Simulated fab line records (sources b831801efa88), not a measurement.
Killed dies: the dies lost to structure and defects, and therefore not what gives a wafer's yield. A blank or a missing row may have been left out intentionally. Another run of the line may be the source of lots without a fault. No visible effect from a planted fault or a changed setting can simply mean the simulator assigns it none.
A struck lot beside a sound one	flow sky130	17 out of 708 route steps
Sound: these wafers, L315.4, L315.5, L315.6. Wafers struck: L333.3, L333.5, L333.6. Last of all comes the cause.
Per side, at each step with rows, come the tool, then ch with its chambers, and then its first start. Under that, the readings that differ: sound wafers	struck wafers	difference of the means	sigmas: that difference in standard deviations of wafers without a fault.
alike: readings whose means differ by less than 2 such deviations, and words and numbers that are the same on both sides. not compared: withheld readings, readings that some wafer has no value for, bounds like >300 that may hide the same value, and numbers for which the record gives no deviation and whose values overlap.
The two part at a step that has a row with sigmas, a row that says differs or no value, or rows on one side only. When numbers do not overlap yet have no deviation, they are printed without sigmas and do not part them. Lack of a reading on every wafer of one side parts them only where that side has two or more wafers.

first, 5 steps without rows for these wafers: SKY_SD_N_COAT_02 (resist thk 1140 nm); SKY_SD_N_SOFTBAKE_03 (time 60 s); SKY_SD_N_EXPOSE_04 (exposes mask NSDM, target cd 380 nm); SKY_SD_N_PEB_05; SKY_SD_N_DEVELOP_06 (develop time 60 s).
SKY_SD_N_CD_MEAS_07 targets a cd of 380 nm.
  sound on cd_sem-02 at day 29 10:41; struck on cd_sem-01 at day 34 16:34
  alike: cd_nm
SKY_SD_N_OVL_MEAS_08:
  sound on overlay-01 at day 29 10:45; struck on overlay-02 at day 34 16:39
reading	sound	struck	difference	sigmas
SD_N_OVL (nm)	1.6 3.0 1.5	-1.1 -2.1 -0.4	-3.2	-2
then, 2 steps without rows for these wafers: SKY_SD_N_IMPLANT_09; SKY_SD_N_IMPLANT_10.
SKY_SD_N_STRIP_11: strips in O2/N2.
  sound on plasma_asher-02 ch 0,1, day 29 11:07; struck on plasma_asher-02 ch 0,1, day 34 17:01
  alike: drypump_motor_current_A, n2_flow_sccm, oes_product_au, strip_time_to_endpoint_s
  not compared: rf_hours_counter_h
SKY_SD_N_TW_MEAS_12:
  sound on film_metro-03 at day 29 11:12; struck on film_metro-01 at day 34 17:05
  alike: SD_N_TW
then, 1 step without rows for these wafers: SKY_SD_N_CLEAN_13 (cleans in SC1/SC2, time 150 s).
SKY_SD_N_RTA_14: time 2 s.
  sound on rtp_anneal-01 ch 0, day 29 11:20; struck on rtp_anneal-02 ch 0, day 34 17:13
reading	sound	struck	difference	sigmas
lamp_power_pct (%)	15.75 15.82 15.71	14.88 14.94 15.08	-0.79	-15
  alike: wafer_temp_C_max
SKY_SD_N_RS_MEAS_16: uses a four-point probe to measure.
  sound on film_metro-01 at day 29 11:34; struck on film_metro-01 at day 34 17:24
reading	sound	struck	difference	sigmas
SD_N_RS (ohm/sq)	68.61 68.50 68.63	72.01 72.00 71.79	+3.35	+28
SKY_SD_N_RS_MEAS_17: uses a four-point probe to measure.
  sound on film_metro-01 at day 29 11:41; struck on film_metro-01 at day 34 17:31
reading	sound	struck	difference	sigmas
SD_P_RS (ohm/sq)	147.0 147.4 147.3	166.2 166.9 166.5	+19.3	+48
SKY_SD_N_RS_MEAS_18: uses a four-point probe to measure.
  sound on film_metro-01 at day 29 11:49; struck on film_metro-01 at day 34 17:38
reading	sound	struck	difference	sigmas
RES_XHIGH_RS (ohm/sq)	331.9 332.4 331.3	334.4 334.2 335.0	+2.7	+2
-- the record jumps here: 16 days lie between the struck wafers' starts before and after (it left off in module SD_N and takes up again in module PAD_OPEN, whose first step shown is number 708 of the route) --
SKY_PAD_OPEN_PROBE_99:
  sound on prober-02 at day 46 23:04; struck on prober-02 at day 50 13:16
reading	sound	struck	difference	sigmas
killed_at_front_end	6 6 6	20 13 17	+11	+2
model.etest.res_xhigh_po.line_ohm_um	5625 5840 5519	7090 7320 7154	+1527	
model.etest.res_xhigh_po.rs_ohm_sq	2012 2007 1941	2482 2544 2528	+531	
model.etest.pfet_01v8.r_on_ohm_um	2950 2942 2969	3251 3199 3235	+275	
model.etest.tip_p.rs_ohm_sq	6971 7035 6956	7067 7059 7065	+76	
model.etest.res_pdiff.line_ohm_um	1356 1362 1353	1599 1588 1571	+229	
model.etest.res_high_po.line_ohm_um	723.1 743.8 735.8	879.4 892.1 894.4	+154.4	
model.etest.pfet_g5v0d10v5.r_on_ohm_um	4778 4790 4851	4924 4938 4879	+107	
model.etest.licon_high_po.rc_ohm	341.6 349.2 344.8	474.2 465.9 481.6	+128.7	
  alike: killed_at_M0_to_M3, killed_at_M4_up, killed_at_contacts, killed_at_other, killed_dies, killed_open, killed_short

## WHERE THEY PART
At SKY_SD_N_OVL_MEAS_08 first; at SKY_PAD_OPEN_PROBE_99 last (within this record only).

WHY: what had been put in by the simulator
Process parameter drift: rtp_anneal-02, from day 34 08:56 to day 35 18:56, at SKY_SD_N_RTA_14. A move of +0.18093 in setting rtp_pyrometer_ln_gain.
